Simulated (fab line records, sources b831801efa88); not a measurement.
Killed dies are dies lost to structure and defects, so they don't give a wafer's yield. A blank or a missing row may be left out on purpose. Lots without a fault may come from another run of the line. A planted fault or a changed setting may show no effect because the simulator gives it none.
fab line records | flow sky130
record lots=11 wafers=33 last_day=49
route steps=708 shown NWELL@68 VT_ADJUST_HVTP@92 VT_ADJUST_LVTN@106 VIA4@645 PAD_OPEN@708
lots that met no fault: from a run of the same line without faults
start_h: hours from the record's first day to the start of the lot's first wafer shown | wait_h: hours since the lot's step before | " the same as in the row above | L1.1+2: a row that stands for several wafers | - no value, or no start given | * or withheld: withheld | < > ~ a bound
route shown NAME@n: a module of which the file shows steps, and the number in the route of the first | usual: mean/standard deviation of fault-free wafers | same: alike in all rows | chamber/n: place in a boat | sites: the reading at each site | _std_site: their standard deviation | _edge_site: outer sites' mean less inner sites' | radius_mm: how far each site lies from the wafer's centre | mask NAME#n: copy n | behind: the tool/chamber that last shaped the wafer | hold: why the lot was held/for how many hours/how that ended | device: the transistor (n, p or np) that didn't switch | end of line: the same wafers' tests at the end of the route | a step without rows: its recipe alone | killed: dies lost to structure and defects at the first sort, not the wafer's yield | map: a wafer's dies, x killed, . not, _ none there
set.NAME: the setting as run; set.NAME@STEP: as run at that earlier step | model.NAME: the simulator's own value behind a step, which no gauge read
steps of the route over a sample of lots; a table a step, a row a wafer
services: from which hour (start_h, from the record's first day; less than 0 if before it) a tool's chamber was out of use, for how many hours, and why
## steps
# step SKY_NWELL_TW_MEAS_15
# usual NWELL_TW=1796/25
# columns lot.wafer tool chamber start_h wait_h NWELL_TW
L224.2 film_metro-01 - 110.46 0.1 1832
L224.3 " - " " 1819
L224.4 " - " " 1820
L226.1 film_metro-01 - 118.00 0.1 1822
L226.3 " - " " 1820
L226.4 " - " " 1822
L225.1 film_metro-01 - 118.36 0.1 1813
L225.4 " - " " 1822
L225.6 " - " " 1814
L229.1 film_metro-03 - 125.56 0.1 1801
L229.4 " - " " 1796
L229.6 " - " " 1793
L234.3 film_metro-03 - 153.05 0.1 1803
L234.4 " - " " 1796
L234.5 " - " " 1806
L235.3 film_metro-04 - 157.12 0.1 1774
L235.4 " - " " 1778
L235.5 " - " " 1769
L239.1 film_metro-01 - 182.39 0.1 1831
L239.4 " - " " 1840
L239.5 " - " " 1829
L240.1 film_metro-03 - 189.89 0.1 1804
L240.3 " - " " 1807
L240.5 " - " " 1807
L241.1 film_metro-04 - 193.51 0.1 1770
L241.2 " - " " 1770
L241.4 " - " " 1763
L242.1 film_metro-01 - 199.59 0.1 1829
L242.3 " - " " 1822
L242.6 " - " " 1831
L243.1 film_metro-03 - 201.71 0.1 1793
L243.2 " - " " 1802
L243.5 " - " " 1799
# step SKY_VT_ADJUST_HVTP_CD_MEAS_07
# recipe target_cd_nm=380
# usual cd_nm=380.4/2.2
# columns lot.wafer tool chamber start_h wait_h cd_nm
L224.2 cd_sem-02 - 146.88 0.1 380.5
L224.3 " - " " 380.1
L224.4 " - " " 378.9
L226.1 cd_sem-01 - 155.22 0.1 379.9
L226.3 " - " " 381.3
L226.4 " - " " 382.5
L225.1 cd_sem-01 - 155.84 0.1 382.3
L225.4 " - " " 381.3
L225.6 " - " " 383.4
L229.1 cd_sem-02 - 164.87 0.1 379.2
L229.4 " - " " 377.7
L229.6 " - " " 379.7
L234.3 cd_sem-02 - 194.46 0.1 376.5
L234.4 " - " " 380.1
L234.5 " - " " 380.7
L235.3 cd_sem-01 - 199.43 0.1 377.8
L235.4 " - " " 378.7
L235.5 " - " " 378.5
L239.1 cd_sem-01 - 226.42 0.1 382.3
L239.4 " - " " 381.4
L239.5 " - " " 383.2
L240.1 cd_sem-02 - 234.46 0.1 384.6
L240.3 " - " " 385.0
L240.5 " - " " 382.4
L241.1 cd_sem-02 - 238.69 0.1 379.0
L241.2 " - " " 379.8
L241.4 " - " " 378.7
L242.1 cd_sem-02 - 245.42 0.1 381.4
L242.3 " - " " 380.4
L242.6 " - " " 380.9
L243.1 cd_sem-02 - 246.59 0.1 380.1
L243.2 " - " " 380.2
L243.5 " - " " 378.8
# step SKY_VT_ADJUST_LVTN_STRIP_09
# recipe chemistry=O2/N2 power_w=1400 pressure_mtorr=1500 platen_temp_c=withheld o2_flow_sccm=3000 n2_flow_sccm=300 overash_fraction=0.5
# usual drypump_motor_current_A=5.9/0.5 oes_product_au=0.723/0.005 strip_time_to_endpoint_s=36.91/0.094
# same overash_fraction=0.5
# columns lot.wafer tool chamber start_h wait_h drypump_motor_current_A oes_product_au rf_hours_counter_h strip_time_to_endpoint_s
L224.2 plasma_asher-03 0 167.00 0.1 6.2 0.724 47 36.75
L224.3 " 0 " " 6.2 0.726 - 36.74
L224.4 " 1 " " 5.6 0.720 - 36.75
L226.1 plasma_asher-02 1 175.55 0.1 5.7 0.730 6 36.87
L226.3 " 0 " " 6.7 0.729 - 36.78
L226.4 " 1 " " 5.7 0.727 - 36.80
L225.1 plasma_asher-02 0 177.08 0.1 6.7 0.720 6 36.92
L225.4 " 0 " " 6.7 0.722 - 36.81
L225.6 " 1 " " 5.7 0.717 - 36.89
L229.1 plasma_asher-03 0 185.59 0.1 6.2 0.725 49 36.91
L229.4 " 1 " " 5.6 0.728 - 37.02
L229.6 " 0 " " 6.2 0.725 - 36.96
L234.3 plasma_asher-02 0 217.18 0.1 6.7 0.733 - 36.97
L234.4 " 1 " " 5.7 0.714 - 36.94
L234.5 " 1 " " 5.7 0.725 - 36.86
L235.3 plasma_asher-03 1 222.31 0.1 5.5 0.730 - 37.01
L235.4 " 0 " " 6.2 0.731 - 36.99
L235.5 " 0 " " 6.2 0.730 - 37.03
L239.1 plasma_asher-02 0 249.65 0.1 6.6 0.719 13 36.95
L239.4 " 1 " " 5.7 0.725 - 36.93
L239.5 " 1 " " 5.7 0.722 - 36.99
L240.1 plasma_asher-03 1 258.59 0.1 5.6 0.721 57 36.97
L240.3 " 1 " " 5.6 0.724 - 36.91
L240.5 " 1 " " 5.6 0.723 - 36.96
L241.1 plasma_asher-03 1 262.74 0.1 5.6 0.721 57 37.03
L241.2 " 0 " " 6.2 0.718 57 37.02
L241.4 " 1 " " 5.6 0.729 - 36.93
L242.1 plasma_asher-03 1 269.45 0.1 5.6 0.722 58 36.85
L242.3 " 1 " " 5.6 0.728 - 36.84
L242.6 " 0 " " 6.2 0.718 - 36.76
L243.1 plasma_asher-03 0 271.25 0.1 6.2 0.719 58 36.88
L243.2 " 1 " " 5.6 0.721 58 37.01
L243.5 " 1 " " 5.6 0.722 - 36.92
# step SKY_VIA4_COAT_06
# recipe resist=NOVOLAK spin_rpm=3000 resist_thk_nm=1140
# usual dispense_pressure_kPa=48.2/2.6
# columns lot.wafer tool chamber start_h wait_h dispense_pressure_kPa
L224.2 litho_track-01 0 1025.10 0.1 51.0
L224.3 " 0 " " 51.0
L224.4 " 0 " " 51.0
L226.1 litho_track-01 0 1025.67 0.1 51.0
L226.3 " 0 " " 51.0
L226.4 " 0 " " 51.0
L225.1 litho_track-02 0 1026.76 0.1 45.9
L225.4 " 0 " " 45.9
L225.6 " 0 " " 46.0
L229.1 litho_track-01 0 1037.32 0.1 51.0
L229.4 " 0 " " 51.0
L229.6 " 0 " " 51.0
L234.3 litho_track-01 0 1068.07 0.1 51.0
L234.4 " 0 " " 51.0
L234.5 " 0 " " 51.0
L235.3 litho_track-01 0 1073.87 0.1 51.0
L235.4 " 0 " " 51.0
L235.5 " 0 " " 51.0
L239.1 litho_track-03 0 1096.45 0.1 45.6
L239.4 " 0 " " 45.6
L239.5 " 0 " " 45.6
L240.1 litho_track-02 0 1103.76 0.1 46.0
L240.3 " 0 " " 45.9
L240.5 " 0 " " 45.9
L241.1 litho_track-03 0 1108.30 0.1 45.7
L241.2 " 0 " " 45.6
L241.4 " 0 " " 45.6
L242.1 litho_track-02 0 1114.56 0.1 46.0
L242.3 " 0 " " 45.9
L242.6 " 0 " " 46.0
L243.1 litho_track-03 0 1118.85 0.1 45.6
L243.2 " 0 " " 45.6
L243.5 " 0 " " 45.6
# step SKY_VIA4_STRIP_13
# recipe chemistry=O2/N2 power_w=1400 pressure_mtorr=1500 platen_temp_c=withheld o2_flow_sccm=3000 n2_flow_sccm=300 overash_fraction=0.5
# usual drypump_motor_current_A=5.8/0.5 oes_product_au=0.709/0.0049 strip_time_to_endpoint_s=12.813/0.029
# same overash_fraction=0.5
# columns lot.wafer tool chamber start_h wait_h drypump_motor_current_A oes_product_au rf_hours_counter_h strip_time_to_endpoint_s
L224.2 plasma_asher-02 0 1036.72 - 6.7 0.717 90 12.817
L224.3 " 1 " " 5.7 0.713 - 12.833
L224.4 " 0 " " 6.7 0.711 - 12.815
L226.1 plasma_asher-04 1 1037.37 - 5.9 0.717 120 12.826
L226.3 " 0 " " 5.0 0.705 - 12.823
L226.4 " 1 " " 5.9 0.705 - 12.846
L225.1 plasma_asher-04 1 1038.27 - 5.9 0.714 120 12.826
L225.4 " 0 " " 5.0 0.714 - 12.833
L225.6 " 0 " " 5.0 0.698 - 12.840
L229.1 plasma_asher-03 1 1048.23 - 5.6 0.711 31 12.810
L229.4 " 1 " " 5.5 0.707 - 12.796
L229.6 " 0 " " 6.2 0.710 - 12.802
L234.3 plasma_asher-03 1 1078.60 - 5.6 0.661 - 10.466
L234.4 " 0 " " 6.2 0.711 - 12.843
L234.5 " 1 " " 5.6 0.698 - 12.850
L235.3 plasma_asher-03 1 1084.36 - 5.6 0.655 - 10.409
L235.4 " 0 " " 6.2 0.714 - 12.777
L235.5 " 1 " " 5.6 0.704 - 12.773
L239.1 plasma_asher-04 0 1107.30 - 5.0 0.708 4 12.808
L239.4 " 0 " " 5.0 0.704 - 12.813
L239.5 " 1 " " 5.9 0.709 - 12.812
L240.1 plasma_asher-04 1 1114.00 - 5.9 0.708 4 12.823
L240.3 " 0 " " 5.0 0.710 - 12.831
L240.5 " 0 " " 5.0 0.703 - 12.793
L241.1 plasma_asher-03 0 1118.23 - 6.2 0.707 38 12.879
L241.2 " 1 " " 5.5 0.699 38 12.833
L241.4 " 1 " " 5.5 0.704 - 12.798
L242.1 plasma_asher-04 1 1124.78 - 5.9 0.716 5 12.816
L242.3 " 1 " " 5.9 0.718 - 12.784
L242.6 " 1 " " 5.9 0.704 - 12.813
L243.1 plasma_asher-02 1 1128.88 - 5.7 0.710 99 12.766
L243.2 " 0 " " 6.6 0.704 99 12.767
L243.5 " 0 " " 6.6 0.701 - 12.798
# step SKY_PAD_OPEN_PROBE_99
# usual defect_limited_yield=82.3/1.9 killed_at_M0_to_M3=44/6.5 killed_at_M4_up=3.3/1.9 killed_at_contacts=24/5.3 killed_at_front_end=15/4.5 killed_at_other=0.3/0.58 killed_dies=87/9.3 killed_open=48/6.6 killed_short=39/6.1 sort_bin_3_pad_short=0.9/0.46 sort_bin_5_function=10.5/1.6 sort_bin_6_memory=6.3/1.1 sort_n_pass=405/9.3 sort_yield_pct=82.3/1.9
# same gross_dies=492 killed_at_back_side=0 sort_bin_4_leakage[%]=0 sort_bin_8_speed[%]=0
# columns lot.wafer tool chamber start_h wait_h defect_limited_yield[%] killed_at_M0_to_M3 killed_at_M4_up killed_at_contacts killed_at_front_end killed_at_other killed_dies killed_open killed_short sort_bin_3_pad_short[%] sort_bin_5_function[%] sort_bin_6_memory[%] sort_n_pass sort_yield_pct[%]
L241.1 prober-02 - 1177.75 0.1 85.4 31 3 25 13 0 72 38 34 0.8 8.3 5.5 420 85.4
L241.2 prober-02 - 1177.80 0.1 81.1 50 1 32 10 0 93 56 37 0.6 10.6 7.7 399 81.1
L241.4 prober-02 - 1177.90 0.2 83.3 34 5 27 15 1 82 43 39 0.2 10.0 6.5 410 83.3
# killed by level:class
L241.1 VIA1:geometric_particle:open=12 LI_CONTACT:geometric_particle:open=9 FIELD_ISO:geometric_particle:short=6 CONTACT:geometric_particle:short=5 CONTACT:geometric_particle:open=5 VIA2:geometric_particle:open=4 METAL1:geometric_particle:short=4 POLY_GATE:geometric_particle:short=3
L241.2 VIA1:geometric_particle:open=13 CONTACT:geometric_particle:open=12 VIA1:geometric_particle:short=9 VIA3:geometric_particle:open=7 LI_CONTACT:geometric_particle:open=6 VIA2:geometric_particle:open=6 FIELD_ISO:geometric_particle:open=5 LOCAL_INTERCONNECT:geometric_particle:short=5
L241.4 VIA1:geometric_particle:open=15 LOCAL_INTERCONNECT:geometric_particle:short=11 CONTACT:geometric_particle:open=9 FIELD_ISO:geometric_particle:short=5 VIA1:geometric_particle:short=4 METAL4:geometric_particle:short=4 FIELD_ISO:geometric_particle:open=3 POLY_GATE:geometric_particle:open=3
## services
# columns tool chamber start_h hours kind
plasma_asher-04 - 173.80 4.0 repair
plasma_asher-04 - 224.96 14.6 pm
plasma_asher-04 - 254.95 1.3 repair
plasma_asher-02 - 296.56 4.3 pm
plasma_asher-02 - 333.61 3.1 repair
plasma_asher-04 - 381.16 2.2 repair
plasma_asher-03 - 430.74 1.3 repair
plasma_asher-04 - 543.18 0.8 repair
plasma_asher-03 - 547.99 54.4 pm
plasma_asher-04 - 599.26 4.6 repair
plasma_asher-02 - 605.16 0.5 repair
plasma_asher-04 - 613.08 0.8 repair
plasma_asher-02 - 621.26 28.1 pm
plasma_asher-03 - 679.06 3.1 repair
plasma_asher-02 - 692.86 2.8 pm
plasma_asher-03 - 726.85 3.9 repair
plasma_asher-03 - 733.75 9.0 pm
plasma_asher-03 - 738.77 3.7 repair
plasma_asher-03 - 808.35 2.8 pm
plasma_asher-02 - 826.96 14.6 pm
plasma_asher-03 - 860.22 2.6 repair
plasma_asher-03 - 945.31 1.2 repair
plasma_asher-02 - 985.89 5.4 repair
plasma_asher-03 - 1019.86 2.2 repair
## key
first_sign step=SKY_VIA4_STRIP_13 reading=strip_time_to_endpoint_s direction=down sigmas=81 usual=* struck=*
effect step=SKY_VIA4_STRIP_13 reading=oes_product_au direction=down sigmas=10 usual=0.709 struck=0.658
met_at SKY_VIA4_COAT_06
struck_lots L234,L235
struck_wafers L234.3,L235.3
not_acting_at SKY_NWELL_TW_MEAS_15,SKY_VT_ADJUST_HVTP_CD_MEAS_07,SKY_VT_ADJUST_LVTN_STRIP_09
onset_between 1037.32 1068.07
fault kind=process_parameter_drift tool=litho_track-01 chamber=- onset_h=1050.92 steps=SKY_VIA4_COAT_06 channel=resist_thk_nm offset=-207.6 shape=step end_h=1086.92 scope=struck_wafers_only acts_in=these_recipes_only stated=1140
